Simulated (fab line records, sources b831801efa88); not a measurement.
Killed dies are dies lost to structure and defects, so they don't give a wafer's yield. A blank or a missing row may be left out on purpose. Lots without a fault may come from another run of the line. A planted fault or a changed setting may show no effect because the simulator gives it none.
Chamber matching | flow sky130 | SKY_CONTACT_CMP_27 on cmp-01: 4 sister chambers
The step polishes, stops on SiO2, t overpolish 15 s, target thk 0 nm. 4 wafers are shown with their chamber, then 10 later ones without.

WAFERS WITH THEIR CHAMBER
wafer  | chamber | overpolish_run_s (s)
L458.1 | 3       | 15.000
L460.4 | 2       | 15.013
L461.1 | 1       | 15.002
L461.2 | 0       | 14.983

WAFERS WITHOUT THEIR CHAMBER
wafer  | overpolish_run_s (s)
L461.4 | 14.998
L470.4 | 14.994
L470.5 | 14.978
L470.6 | 14.999
L475.1 | 14.995
L475.2 | 15.003
L475.4 | 14.996
L471.2 | 15.011
L471.5 | 14.992
L471.6 | 15.004

WHICH CHAMBER EACH WENT THROUGH
wafer  | from the rows above          | in truth
L461.4 | can't be placed: 3 or 1      | 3
L470.4 | can't be placed: 3 or 1 or 0 | 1
L470.5 | 0                            | 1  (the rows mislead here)
L470.6 | can't be placed: 3 or 1      | 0
L475.1 | can't be placed: 3 or 1 or 0 | 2
L475.2 | can't be placed: 1 or 3      | 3
L475.4 | can't be placed: 3 or 1      | 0
L471.2 | can't be placed: 2 or 1      | 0
L471.5 | can't be placed: 3 or 0 or 1 | 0
L471.6 | can't be placed: 1 or 3 or 2 | 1
Placed correctly: 0 of 10. Can't be placed from these rows: 9 (the true chamber is among the candidates in 5). Placed wrongly: 1.
How it was worked out, from the rows above alone: a wafer's distance from a chamber is the root of the sum, over the readings, of the square of ((its reading less the chamber's mean) divided by the reading's scatter). The wafer belongs to the nearest chamber; if the next one is less than 2 further off, it can't be placed. A chamber's mean is the mean of its shown wafers. The scatter: with one shown wafer a chamber, the root of the mean of the squares of how far each hidden wafer lies from its nearest shown one.
